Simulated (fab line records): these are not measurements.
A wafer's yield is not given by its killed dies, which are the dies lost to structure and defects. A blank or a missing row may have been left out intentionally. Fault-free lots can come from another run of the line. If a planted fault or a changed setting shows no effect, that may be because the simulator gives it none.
Split-lot trial / flow sky130 / 23 wafers read from 5 lots, route of 708 steps

ON THE SPLIT
At SKY_SONOS_TUNNEL_IMPLANT_09, the setting energyKev was moved away from the recipe's 20 on 5 of the 23 wafers read, by +1.9% to +4.2%. All remaining wafers had this setting at the recipe value.

Reading taken at the split's own step.

THE READING
In nm, at SKY_SONOS_TUNNEL_IMPLANT_09: implant.drpNm, which is the simulator's own figure and was read by no gauge. The file gives no usual value for it.

wafer=L075.1; tool, chamber at the split=implanter-01, 0; energyKev as run=20; against the recipe=recipe; implant.drpNm, nm=28.34; against lot-mates on the recipe=-
wafer=L075.2; tool, chamber at the split=implanter-01, 0; energyKev as run=20; against the recipe=recipe; implant.drpNm, nm=28.34; against lot-mates on the recipe=-
wafer=L075.4; tool, chamber at the split=implanter-01, 0; energyKev as run=20; against the recipe=recipe; implant.drpNm, nm=28.34; against lot-mates on the recipe=-
wafer=L075.3; tool, chamber at the split=implanter-01, 0; energyKev as run=20.38; against the recipe=+1.9%; implant.drpNm, nm=28.73; against lot-mates on the recipe=+0.39
wafer=L075.6; tool, chamber at the split=implanter-01, 0; energyKev as run=20.38; against the recipe=+1.9%; implant.drpNm, nm=28.73; against lot-mates on the recipe=+0.39
wafer=L078.1; tool, chamber at the split=implanter-01, 0; energyKev as run=20; against the recipe=recipe; implant.drpNm, nm=28.34; against lot-mates on the recipe=-
wafer=L078.2; tool, chamber at the split=implanter-01, 0; energyKev as run=20; against the recipe=recipe; implant.drpNm, nm=28.34; against lot-mates on the recipe=-
wafer=L078.3; tool, chamber at the split=implanter-01, 0; energyKev as run=20; against the recipe=recipe; implant.drpNm, nm=28.34; against lot-mates on the recipe=-
wafer=L078.4; tool, chamber at the split=implanter-01, 0; energyKev as run=20; against the recipe=recipe; implant.drpNm, nm=28.34; against lot-mates on the recipe=-
wafer=L078.6; tool, chamber at the split=implanter-01, 0; energyKev as run=20; against the recipe=recipe; implant.drpNm, nm=28.34; against lot-mates on the recipe=-
wafer=L079.2; tool, chamber at the split=implanter-03, 0; energyKev as run=20; against the recipe=recipe; implant.drpNm, nm=28.34; against lot-mates on the recipe=-
wafer=L079.3; tool, chamber at the split=implanter-03, 0; energyKev as run=20; against the recipe=recipe; implant.drpNm, nm=28.34; against lot-mates on the recipe=-
wafer=L079.4; tool, chamber at the split=implanter-03, 0; energyKev as run=20; against the recipe=recipe; implant.drpNm, nm=28.34; against lot-mates on the recipe=-
wafer=L079.5; tool, chamber at the split=implanter-03, 0; energyKev as run=20; against the recipe=recipe; implant.drpNm, nm=28.34; against lot-mates on the recipe=-
wafer=L079.6; tool, chamber at the split=implanter-03, 0; energyKev as run=20; against the recipe=recipe; implant.drpNm, nm=28.34; against lot-mates on the recipe=-
wafer=L080.1; tool, chamber at the split=implanter-03, 0; energyKev as run=20; against the recipe=recipe; implant.drpNm, nm=28.34; against lot-mates on the recipe=-
wafer=L080.5; tool, chamber at the split=implanter-03, 0; energyKev as run=20; against the recipe=recipe; implant.drpNm, nm=28.34; against lot-mates on the recipe=-
wafer=L080.6; tool, chamber at the split=implanter-03, 0; energyKev as run=20; against the recipe=recipe; implant.drpNm, nm=28.34; against lot-mates on the recipe=-
wafer=L081.1; tool, chamber at the split=implanter-04, 0; energyKev as run=20.85; against the recipe=+4.2%; implant.drpNm, nm=29.28; against lot-mates on the recipe=+0.94
wafer=L081.2; tool, chamber at the split=implanter-04, 0; energyKev as run=20.85; against the recipe=+4.2%; implant.drpNm, nm=29.28; against lot-mates on the recipe=+0.94
wafer=L081.5; tool, chamber at the split=implanter-04, 0; energyKev as run=20.85; against the recipe=+4.2%; implant.drpNm, nm=29.28; against lot-mates on the recipe=+0.94
wafer=L081.4; tool, chamber at the split=implanter-04, 0; energyKev as run=20; against the recipe=recipe; implant.drpNm, nm=28.34; against lot-mates on the recipe=-
wafer=L081.6; tool, chamber at the split=implanter-04, 0; energyKev as run=20; against the recipe=recipe; implant.drpNm, nm=28.34; against lot-mates on the recipe=-

THE FIT
A straight line over all 23 wafers: implant.drpNm changes by +0.22 nm for each +1% of energyKev; r = +1.00; the points scatter about the line by 0.0086 nm.
The same after taking each lot's own level away (the mean of its wafers on the recipe; 23 wafers): +0.22 nm for each +1%; r = +1.00; scatter 0.0086 nm.
On that fit, the largest move of energyKev shifts the reading by 0.93 nm.
The lots' own levels span 28.340 to 28.340 nm.
The two slopes are in agreement: the lot-to-lot level therefore moves the slope only a little.
Check: for one of the wafers moved furthest among these (+4.2%), held out of the fit, the line's prediction against its lot-mates is +0.929 nm. Against them it came out at +0.94 nm.

OTHER SPLITS ON THESE WAFERS
Before the reading, these wafers also passed through other splits. Each is held against what the fit with the lots' levels taken away leaves over:
other split on the same wafers=SKY_VT_ADJUST_PCH_IMPLANT_08 energyKev; wafers away from the commonest value=4; r with implant.drpNm (lot level and that fit taken away)=+0.22

THE WHOLE CHAIN: every reading that the file lists as answering this split, in the file's order
step=SKY_SONOS_TUNNEL_IMPLANT_09; what it does=; reading=implant.rpNm (the simulator's own value, which no gauge read); change (the file's fit)=+0.644 nm for each +1% of the setting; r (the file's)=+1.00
step=SKY_SONOS_TUNNEL_IMPLANT_09; what it does=; reading=implant.drpNm (the simulator's own value, which no gauge read); change (the file's fit)=+0.219 nm for each +1% of the setting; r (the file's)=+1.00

THE FILE'S OWN FIT
implant.drpNm changes by +0.219 nm for each +1% of energyKev, r = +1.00.
